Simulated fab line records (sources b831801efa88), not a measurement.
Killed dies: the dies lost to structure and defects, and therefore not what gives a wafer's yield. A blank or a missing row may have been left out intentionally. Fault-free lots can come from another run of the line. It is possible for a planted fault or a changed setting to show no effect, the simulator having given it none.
fab line records -- flow sky130
[record] lots = 14, wafers = 42, last_day = 50
route steps=708 shown FIELD_ISO@5 VT_ADJUST_NCORE@121 VT_ADJUST_HVTR@142 VT_ADJUST_PCH@153 SD_N@354 LI_CONTACT@381
lots that met no fault: from a run of the same line without faults
start_h: hours from the record's opening day to when the first of the lot's shown wafers began -- wait_h: hours from the lot's prior step to this one -- " identical to the entry in the row above -- L1.1+2: a row that stands for several wafers -- - value missing, or start not given -- * or withheld: withheld -- < > ~ a bound
route shown NAME@n: names a module that has steps shown in the file, with the first one's number in the route -- usual: mean/standard deviation taken from wafers without a fault -- same: alike in all rows -- chamber/n: place in a boat -- sites: the reading at each site -- _std_site: how widely they spread, as a standard deviation -- _edge_site: mean of outer sites minus mean of inner sites -- radius_mm: how far each site lies from the wafer's centre -- mask NAME#n: copy n -- behind: the last tool/chamber to shape the wafer -- hold: why the lot went on hold/how many hours it stayed there/how the hold came to an end -- device: the transistor (n, p or np) that didn't switch -- end of line: tests of these same wafers at the route's end -- step lacking rows: just its recipe -- killed: count of dies lost to structure and defects at first sort (not the wafer's yield) -- map: a wafer's dies, x killed, . not, _ none there
set.NAME: the setting that was run; set.NAME@STEP: the one run at that earlier step -- model.NAME: the simulator's own value behind a step, which no gauge read
route steps across a sampled set of lots; one table per step, one row per wafer
services: when a tool's chamber went out of use (start_h, in hours from the record's first day, below 0 if earlier), for how many hours, and the reason
[[steps]]
[step SKY_FIELD_ISO_THK_MEAS_04]
[recipe] reads = Si3N4_of_FIELD_ISO_CVD_03
[usual] FIELD_ISO_CVD_03_THK = 164.7/1.5
lot.wafer,tool,chamber,start_h,wait_h,FIELD_ISO_CVD_03_THK[nm]
L906.1,film_metro-03,-,14.73,0.0,167.4
L906.4,film_metro-03,-,14.73,0.0,165.5
L906.5,film_metro-03,-,14.73,0.0,166.5
L907.1,film_metro-03,-,18.92,0.0,164.0
L907.5,film_metro-03,-,18.92,0.0,163.5
L907.6,film_metro-03,-,18.92,0.0,164.2
L908.4,film_metro-01,-,24.35,0.0,167.3
L908.5,film_metro-01,-,24.35,0.0,166.9
L908.6,film_metro-01,-,24.35,0.0,167.3
L909.4,film_metro-01,-,28.51,0.0,165.2
L909.5,film_metro-01,-,28.51,0.0,165.0
L909.6,film_metro-01,-,28.51,0.0,164.9
L910.3,film_metro-03,-,33.61,0.0,164.2
L910.5,film_metro-03,-,33.61,0.0,163.5
L910.6,film_metro-03,-,33.61,0.0,165.2
L912.3,film_metro-01,-,43.55,0.0,162.8
L912.4,film_metro-01,-,43.55,0.0,163.0
L912.5,film_metro-01,-,43.55,0.0,162.7
L913.1,film_metro-01,-,49.74,0.0,166.2
L913.5,film_metro-01,-,49.74,0.0,164.3
L913.6,film_metro-01,-,49.74,0.0,164.6
L914.2,film_metro-03,-,54.58,0.0,164.1
L914.3,film_metro-03,-,54.58,0.0,164.0
L914.6,film_metro-03,-,54.58,0.0,163.9
L917.1,film_metro-04,-,69.35,0.0,165.5
L917.2,film_metro-04,-,69.35,0.0,165.8
L917.3,film_metro-04,-,69.35,0.0,164.2
L920.4,film_metro-04,-,85.17,0.0,160.9
L920.5,film_metro-04,-,85.17,0.0,162.6
L920.6,film_metro-04,-,85.17,0.0,161.4
L925.2,film_metro-01,-,111.34,0.0,165.1
L925.4,film_metro-01,-,111.34,0.0,165.1
L925.6,film_metro-01,-,111.34,0.0,166.4
L926.1,film_metro-01,-,116.73,0.0,164.6
L926.3,film_metro-01,-,116.73,0.0,163.9
L926.5,film_metro-01,-,116.73,0.0,165.2
L927.1,film_metro-03,-,121.08,0.0,166.3
L927.3,film_metro-03,-,121.08,0.0,166.5
L927.6,film_metro-03,-,121.08,0.0,166.6
L929.1,film_metro-04,-,128.69,0.0,164.1
L929.3,film_metro-04,-,128.69,0.0,164.6
L929.6,film_metro-04,-,128.69,0.0,162.9
[step SKY_VT_ADJUST_NCORE_COAT_02]
[recipe] resist = NOVOLAK, spin_rpm = 3000, resist_thk_nm = 1140
[usual] chill_plate_temp_C = 23.02/0.12, dispense_pressure_kPa = 53.1/2.6
lot.wafer,tool,chamber,start_h,wait_h,chill_plate_temp_C,dispense_pressure_kPa
L906.1,litho_track-02,0,171.47,0.1,23.14,50.6
L906.4,litho_track-02,0,171.47,0.1,23.24,50.6
L906.5,litho_track-02,0,171.47,0.1,23.03,50.7
L907.1,litho_track-02,0,177.97,0.1,23.07,50.7
L907.5,litho_track-02,0,177.97,0.1,23.04,50.6
L907.6,litho_track-02,0,177.97,0.1,22.85,50.7
L908.4,litho_track-01,0,182.58,0.1,23.33,55.9
L908.5,litho_track-01,0,182.58,0.1,23.16,55.9
L908.6,litho_track-01,0,182.58,0.1,23.19,55.9
L909.4,litho_track-01,0,185.98,0.1,23.26,55.9
L909.5,litho_track-01,0,185.98,0.1,23.28,55.9
L909.6,litho_track-01,0,185.98,0.1,23.32,55.9
L910.3,litho_track-02,0,196.12,0.1,23.08,50.6
L910.5,litho_track-02,0,196.12,0.1,22.98,50.7
L910.6,litho_track-02,0,196.12,0.1,23.08,50.6
L912.3,litho_track-01,0,212.66,0.1,22.93,55.9
L912.4,litho_track-01,0,212.66,0.1,23.04,55.9
L912.5,litho_track-01,0,212.66,0.1,23.03,55.9
L913.1,litho_track-03,0,222.13,0.1,23.04,51.2
L913.5,litho_track-03,0,222.13,0.1,23.02,51.2
L913.6,litho_track-03,0,222.13,0.1,22.89,51.2
L914.2,litho_track-01,0,227.53,0.1,22.80,55.9
L914.3,litho_track-01,0,227.53,0.1,22.99,55.9
L914.6,litho_track-01,0,227.53,0.1,22.83,55.9
L917.1,litho_track-01,0,248.76,0.1,23.02,55.9
L917.2,litho_track-01,0,248.76,0.1,23.08,55.9
L917.3,litho_track-01,0,248.76,0.1,22.92,55.9
L920.4,litho_track-02,0,270.40,0.1,22.91,50.6
L920.5,litho_track-02,0,270.40,0.1,23.06,50.6
L920.6,litho_track-02,0,270.40,0.1,23.00,50.7
L925.2,litho_track-01,-,308.38,0.1,-,-
L925.4,litho_track-01,-,308.38,0.1,-,-
L925.6,litho_track-01,-,308.38,0.1,-,-
L926.1,litho_track-01,-,313.66,0.1,-,-
L926.3,litho_track-01,-,313.66,0.1,-,-
L926.5,litho_track-01,-,313.66,0.1,-,-
L927.1,litho_track-01,0,319.36,0.1,23.18,55.8
L927.3,litho_track-01,0,319.36,0.1,23.06,55.9
L927.6,litho_track-01,0,319.36,0.1,23.05,55.9
L929.1,litho_track-02,0,327.67,0.1,23.03,50.7
L929.3,litho_track-02,0,327.67,0.1,22.90,50.7
L929.6,litho_track-02,0,327.67,0.1,23.02,50.7
[step SKY_VT_ADJUST_NCORE_CD_MEAS_07]
[recipe] target_cd_nm = 380
[usual] cd_nm = 380.3/2.6
lot.wafer,tool,chamber,start_h,wait_h,cd_nm
L906.1,cd_sem-02,-,182.02,0.1,380.7
L906.4,cd_sem-02,-,182.02,0.1,381.0
L906.5,cd_sem-02,-,182.02,0.1,379.8
L907.1,cd_sem-02,-,187.81,0.1,379.9
L907.5,cd_sem-02,-,187.81,0.1,379.8
L907.6,cd_sem-02,-,187.81,0.1,379.8
L908.4,cd_sem-02,-,193.17,0.1,375.9
L908.5,cd_sem-02,-,193.17,0.1,377.7
L908.6,cd_sem-02,-,193.17,0.1,375.0
L909.4,cd_sem-01,-,196.73,0.1,378.6
L909.5,cd_sem-01,-,196.73,0.1,379.1
L909.6,cd_sem-01,-,196.73,0.1,378.4
L910.3,cd_sem-01,-,207.37,0.1,377.8
L910.5,cd_sem-01,-,207.37,0.1,377.5
L910.6,cd_sem-01,-,207.37,0.1,378.1
L912.3,cd_sem-02,-,223.72,0.1,380.1
L912.4,cd_sem-02,-,223.72,0.1,380.4
L912.5,cd_sem-02,-,223.72,0.1,378.5
L913.1,cd_sem-01,-,233.42,0.1,377.0
L913.5,cd_sem-01,-,233.42,0.1,377.0
L913.6,cd_sem-01,-,233.42,0.1,377.0
L914.2,cd_sem-02,-,238.85,0.1,381.0
L914.3,cd_sem-02,-,238.85,0.1,383.5
L914.6,cd_sem-02,-,238.85,0.1,383.1
L917.1,cd_sem-02,-,261.46,0.1,383.5
L917.2,cd_sem-02,-,261.46,0.1,381.5
L917.3,cd_sem-02,-,261.46,0.1,381.5
L920.4,cd_sem-02,-,282.23,0.1,379.4
L920.5,cd_sem-02,-,282.23,0.1,381.1
L920.6,cd_sem-02,-,282.23,0.1,379.3
L925.2,cd_sem-02,-,319.64,0.1,-
L925.4,cd_sem-02,-,319.64,0.1,-
L925.6,cd_sem-02,-,319.64,0.1,-
L926.1,cd_sem-02,-,325.41,0.1,-
L926.3,cd_sem-02,-,325.41,0.1,-
L926.5,cd_sem-02,-,325.41,0.1,-
L927.1,cd_sem-02,-,332.57,0.1,378.3
L927.3,cd_sem-02,-,332.57,0.1,377.3
L927.6,cd_sem-02,-,332.57,0.1,377.9
L929.1,cd_sem-01,-,341.82,0.1,379.7
L929.3,cd_sem-01,-,341.82,0.1,381.0
L929.6,cd_sem-01,-,341.82,0.1,379.4
[step SKY_VT_ADJUST_HVTR_TW_MEAS_11]
[usual] VT_ADJUST_HVTR_TW = 210.7/1.8
lot.wafer,tool,chamber,start_h,wait_h,VT_ADJUST_HVTR_TW
L906.1,film_metro-01,-,203.79,0.1,212.6
L906.4,film_metro-01,-,203.79,0.1,212.2
L906.5,film_metro-01,-,203.79,0.1,211.5
L907.1,film_metro-03,-,210.54,0.1,209.7
L907.5,film_metro-03,-,210.54,0.1,209.5
L907.6,film_metro-03,-,210.54,0.1,209.8
L908.4,film_metro-03,-,215.57,0.1,209.7
L908.5,film_metro-03,-,215.57,0.1,209.3
L908.6,film_metro-03,-,215.57,0.1,210.9
L909.4,film_metro-02,-,219.44,0.1,212.4
L909.5,film_metro-02,-,219.44,0.1,212.9
L909.6,film_metro-02,-,219.44,0.1,211.8
L910.3,film_metro-02,-,230.08,0.1,211.8
L910.5,film_metro-02,-,230.08,0.1,211.4
L910.6,film_metro-02,-,230.08,0.1,211.6
L912.3,film_metro-02,-,247.01,0.1,210.7
L912.4,film_metro-02,-,247.01,0.1,210.6
L912.5,film_metro-02,-,247.01,0.1,210.6
L913.1,film_metro-01,-,257.19,0.1,210.9
L913.5,film_metro-01,-,257.19,0.1,211.9
L913.6,film_metro-01,-,257.19,0.1,210.1
L914.2,film_metro-02,-,263.87,0.1,211.4
L914.3,film_metro-02,-,263.87,0.1,210.4
L914.6,film_metro-02,-,263.87,0.1,211.0
L917.1,film_metro-03,-,286.26,0.1,206.0
L917.2,film_metro-03,-,286.26,0.1,207.5
L917.3,film_metro-03,-,286.26,0.1,206.4
L920.4,film_metro-01,-,308.42,0.1,210.9
L920.5,film_metro-01,-,308.42,0.1,211.3
L920.6,film_metro-01,-,308.42,0.1,212.0
L925.2,film_metro-02,-,347.35,0.1,264.3
L925.4,film_metro-02,-,347.35,0.1,262.3
L925.6,film_metro-02,-,347.35,0.1,263.2
L926.1,film_metro-01,-,353.11,0.1,264.0
L926.3,film_metro-01,-,353.11,0.1,264.1
L926.5,film_metro-01,-,353.11,0.1,262.2
L927.1,film_metro-03,-,361.01,0.1,208.8
L927.3,film_metro-03,-,361.01,0.1,207.2
L927.6,film_metro-03,-,361.01,0.1,205.9
L929.1,film_metro-01,-,369.61,0.1,211.8
L929.3,film_metro-01,-,369.61,0.1,212.0
L929.6,film_metro-01,-,369.61,0.1,213.1
[step SKY_VT_ADJUST_PCH_TW_MEAS_10]
[usual] VT_ADJUST_PCH_TW = 142.9/0.73
lot.wafer,tool,chamber,start_h,wait_h,VT_ADJUST_PCH_TW
L906.1,film_metro-04,-,226.51,0.1,143.3
L906.4,film_metro-04,-,226.51,0.1,142.6
L906.5,film_metro-04,-,226.51,0.1,143.5
L907.1,film_metro-02,-,232.61,0.1,143.9
L907.5,film_metro-02,-,232.61,0.1,143.3
L907.6,film_metro-02,-,232.61,0.1,143.1
L908.4,film_metro-01,-,238.84,0.1,143.2
L908.5,film_metro-01,-,238.84,0.1,143.5
L908.6,film_metro-01,-,238.84,0.1,142.5
L909.4,film_metro-01,-,241.82,0.1,143.0
L909.5,film_metro-01,-,241.82,0.1,143.4
L909.6,film_metro-01,-,241.82,0.1,142.9
L910.3,film_metro-02,-,252.76,0.1,142.8
L910.5,film_metro-02,-,252.76,0.1,141.8
L910.6,film_metro-02,-,252.76,0.1,142.4
L912.3,film_metro-04,-,271.26,0.1,143.8
L912.4,film_metro-04,-,271.26,0.1,142.5
L912.5,film_metro-04,-,271.26,0.1,144.0
L913.1,film_metro-02,-,281.34,0.1,142.4
L913.5,film_metro-02,-,281.34,0.1,142.6
L913.6,film_metro-02,-,281.34,0.1,142.5
L914.2,film_metro-02,-,288.43,0.1,143.8
L914.3,film_metro-02,-,288.43,0.1,142.3
L914.6,film_metro-02,-,288.43,0.1,143.0
L917.1,film_metro-02,-,311.93,0.1,143.8
L917.2,film_metro-02,-,311.93,0.1,142.0
L917.3,film_metro-02,-,311.93,0.1,142.7
L920.4,film_metro-02,-,333.24,0.1,142.1
L920.5,film_metro-02,-,333.24,0.1,141.9
L920.6,film_metro-02,-,333.24,0.1,142.5
L925.2,film_metro-04,-,375.23,0.1,231.1
L925.4,film_metro-04,-,375.23,0.1,231.4
L925.6,film_metro-04,-,375.23,0.1,232.0
L926.1,film_metro-02,-,380.54,0.1,229.0
L926.3,film_metro-02,-,380.54,0.1,229.7
L926.5,film_metro-02,-,380.54,0.1,228.1
L927.1,film_metro-02,-,389.26,0.1,141.7
L927.3,film_metro-02,-,389.26,0.1,143.0
L927.6,film_metro-02,-,389.26,0.1,142.4
L929.1,film_metro-04,-,398.31,0.1,143.1
L929.3,film_metro-04,-,398.31,0.1,142.9
L929.6,film_metro-04,-,398.31,0.1,143.6
[step SKY_SD_N_TW_MEAS_12]
[usual] SD_N_TW = 3995/32
lot.wafer,tool,chamber,start_h,wait_h,SD_N_TW
L906.1,film_metro-04,-,635.36,0.1,4016
L906.4,film_metro-04,-,635.36,0.1,4005
L906.5,film_metro-04,-,635.36,0.1,4012
L907.1,film_metro-02,-,646.78,0.1,3996
L907.5,film_metro-02,-,646.78,0.1,3983
L907.6,film_metro-02,-,646.78,0.1,3979
L908.4,film_metro-02,-,652.27,0.1,3924
L908.5,film_metro-02,-,652.27,0.1,3942
L908.6,film_metro-02,-,652.27,0.1,3958
L909.4,film_metro-04,-,661.29,0.1,4017
L909.5,film_metro-04,-,661.29,0.1,4033
L909.6,film_metro-04,-,661.29,0.1,4030
L910.3,film_metro-02,-,672.71,0.1,3950
L910.5,film_metro-02,-,672.71,0.1,3970
L910.6,film_metro-02,-,672.71,0.1,3982
L914.2,film_metro-04,-,713.87,0.1,3993
L914.3,film_metro-04,-,713.87,0.1,3980
L914.6,film_metro-04,-,713.87,0.1,3980
L912.3,film_metro-02,-,716.03,0.1,3960
L912.4,film_metro-02,-,716.03,0.1,3964
L912.5,film_metro-02,-,716.03,0.1,3978
L913.1,film_metro-02,-,719.56,0.1,3978
L913.5,film_metro-02,-,719.56,0.1,3965
L913.6,film_metro-02,-,719.56,0.1,3978
L917.1,film_metro-04,-,741.13,0.1,4002
L917.2,film_metro-04,-,741.13,0.1,3976
L917.3,film_metro-04,-,741.13,0.1,3999
L920.4,film_metro-04,-,765.27,0.1,3999
L920.5,film_metro-04,-,765.27,0.1,3974
L920.6,film_metro-04,-,765.27,0.1,3982
L925.2,film_metro-02,-,805.14,0.1,3949
L925.4,film_metro-02,-,805.14,0.1,3975
L925.6,film_metro-02,-,805.14,0.1,3951
L926.1,film_metro-04,-,811.28,0.1,4038
L926.3,film_metro-04,-,811.28,0.1,4025
L926.5,film_metro-04,-,811.28,0.1,4034
L927.1,film_metro-01,-,818.29,0.1,4036
L927.3,film_metro-01,-,818.29,0.1,4047
L927.6,film_metro-01,-,818.29,0.1,4044
L929.1,film_metro-02,-,822.22,0.1,3950
L929.3,film_metro-02,-,822.22,0.1,3960
L929.6,film_metro-02,-,822.22,0.1,3968
[step SKY_LI_CONTACT_SPUTTER_19]
[recipe] material = Ti, target_thk_nm = 20, chamber_pressure_pa = 5, power_w = 2500, substrate_temp_c = 200, time_s = 106.37
[usual] throttle_valve_pct = 30.3/1.1
lot.wafer,tool,chamber,start_h,wait_h,throttle_valve_pct
L906.1,pvd_sputter-03,-,666.05,0.0,31.3
L906.4,pvd_sputter-03,-,666.05,0.0,28.5
L906.5,pvd_sputter-03,-,666.05,0.0,28.5
L907.1,pvd_sputter-03,-,677.53,0.0,28.4
L907.5,pvd_sputter-03,-,677.53,0.0,31.7
L907.6,pvd_sputter-03,-,677.53,0.0,28.4
L908.4,pvd_sputter-04,-,683.33,0.0,29.4
L908.5,pvd_sputter-04,-,683.33,0.0,29.1
L908.6,pvd_sputter-04,-,683.33,0.0,30.2
L909.4,pvd_sputter-03,-,690.93,0.0,28.9
L909.5,pvd_sputter-03,-,690.93,0.0,29.1
L909.6,pvd_sputter-03,-,690.93,0.0,31.1
L910.3,pvd_sputter-01,-,701.51,0.0,29.8
L910.5,pvd_sputter-01,-,701.51,0.0,31.0
L910.6,pvd_sputter-01,-,701.51,0.0,29.7
L914.2,pvd_sputter-04,-,743.17,0.0,30.8
L914.3,pvd_sputter-04,-,743.17,0.0,29.9
L914.6,pvd_sputter-04,-,743.17,0.0,30.0
L912.3,pvd_sputter-04,-,745.61,0.0,30.2
L912.4,pvd_sputter-04,-,745.61,0.0,29.9
L912.5,pvd_sputter-04,-,745.61,0.0,30.3
L913.1,pvd_sputter-03,-,749.50,0.0,31.4
L913.5,pvd_sputter-03,-,749.50,0.0,28.7
L913.6,pvd_sputter-03,-,749.50,0.0,31.4
L917.1,pvd_sputter-01,-,770.13,0.0,30.3
L917.2,pvd_sputter-01,-,770.13,0.0,32.4
L917.3,pvd_sputter-01,-,770.13,0.0,31.2
L920.4,pvd_sputter-01,-,794.18,0.0,30.2
L920.5,pvd_sputter-01,-,794.18,0.0,30.1
L920.6,pvd_sputter-01,-,794.18,0.0,29.8
L925.2,pvd_sputter-03,-,833.52,0.0,28.8
L925.4,pvd_sputter-03,-,833.52,0.0,28.4
L925.6,pvd_sputter-03,-,833.52,0.0,31.6
L926.1,pvd_sputter-01,-,839.75,0.0,30.5
L926.3,pvd_sputter-01,-,839.75,0.0,32.1
L926.5,pvd_sputter-01,-,839.75,0.0,29.4
L927.1,pvd_sputter-04,-,845.85,0.0,29.4
L927.3,pvd_sputter-04,-,845.85,0.0,30.3
L927.6,pvd_sputter-04,-,845.85,0.0,29.9
L929.1,pvd_sputter-04,-,849.15,0.0,30.0
L929.3,pvd_sputter-04,-,849.15,0.0,30.1
L929.6,pvd_sputter-04,-,849.15,0.0,30.3
[[services]]
tool,chamber,start_h,hours,kind
pvd_sputter-04,-,185.10,1.6,repair
pvd_sputter-03,3,204.91,-,consumable_replace:kit
pvd_sputter-03,3,204.91,18.0,scheduled_down
pvd_sputter-03,3,204.91,18.0,vent_cycle
pvd_sputter-04,0,266.66,-,consumable_replace:kit
pvd_sputter-04,0,266.66,18.0,scheduled_down
pvd_sputter-04,0,266.66,18.0,vent_cycle
pvd_sputter-01,-,308.04,2.6,repair
pvd_sputter-03,-,312.69,3.5,repair
pvd_sputter-01,-,330.36,4.2,repair
pvd_sputter-03,-,339.80,3.1,repair
litho_track-01,-,356.64,-,consumable_replace:filter
pvd_sputter-04,-,438.95,2.5,repair
pvd_sputter-01,-,502.28,1.7,repair
pvd_sputter-03,-,506.58,1.9,repair
pvd_sputter-04,-,526.54,7.0,repair
pvd_sputter-04,-,567.51,2.3,repair
pvd_sputter-04,-,568.38,0.7,repair
pvd_sputter-01,-,715.49,3.8,repair
pvd_sputter-03,-,720.57,5.4,repair
pvd_sputter-04,-,722.50,4.5,repair
pvd_sputter-04,-,762.24,0.6,repair
pvd_sputter-01,-,775.26,2.5,repair
pvd_sputter-01,-,798.59,0.5,repair
[[key]]
[first_sign] step = SKY_VT_ADJUST_NCORE_COAT_02, reading = tool_record, direction = missing
[effect] step = SKY_VT_ADJUST_NCORE_CD_MEAS_07, reading = cd_nm, direction = missing
[effect] step = SKY_VT_ADJUST_HVTR_TW_MEAS_11, reading = VT_ADJUST_HVTR_TW, direction = up, sigmas = 29, usual = 210.7, struck = 263.4
[effect] step = SKY_VT_ADJUST_PCH_TW_MEAS_10, reading = VT_ADJUST_PCH_TW, direction = up, sigmas = 99+, usual = 142.9, struck = 230.2
met_at SKY_VT_ADJUST_NCORE_COAT_02
struck_lots L925,L926
sort_left_out L925.2,L925.4,L925.6,L926.1,L926.3,L926.5
tester_left_out L925,L926
not_acting_at SKY_FIELD_ISO_THK_MEAS_04,SKY_SD_N_TW_MEAS_12,SKY_LI_CONTACT_SPUTTER_19
onset_between 248.76 308.38
[fault] kind = skipped_step_whole, tool = litho_track-01, chamber = -, onset_h = 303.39, steps = SKY_VT_ADJUST_NCORE_COAT_02, scope = struck_lots_only
// tester_left_out: of these lots the tester's yield and bins aren't shown, on N5 and GAA mostly nor the transistor test; their killed dies are dies lost to structure and defects alone, not to doping, threshold or leakage, so they don't give the yield
// sort_left_out: the simulated sort isn't trusted on such a fault, so these wafers' sort isn't shown, and their yield isn't known
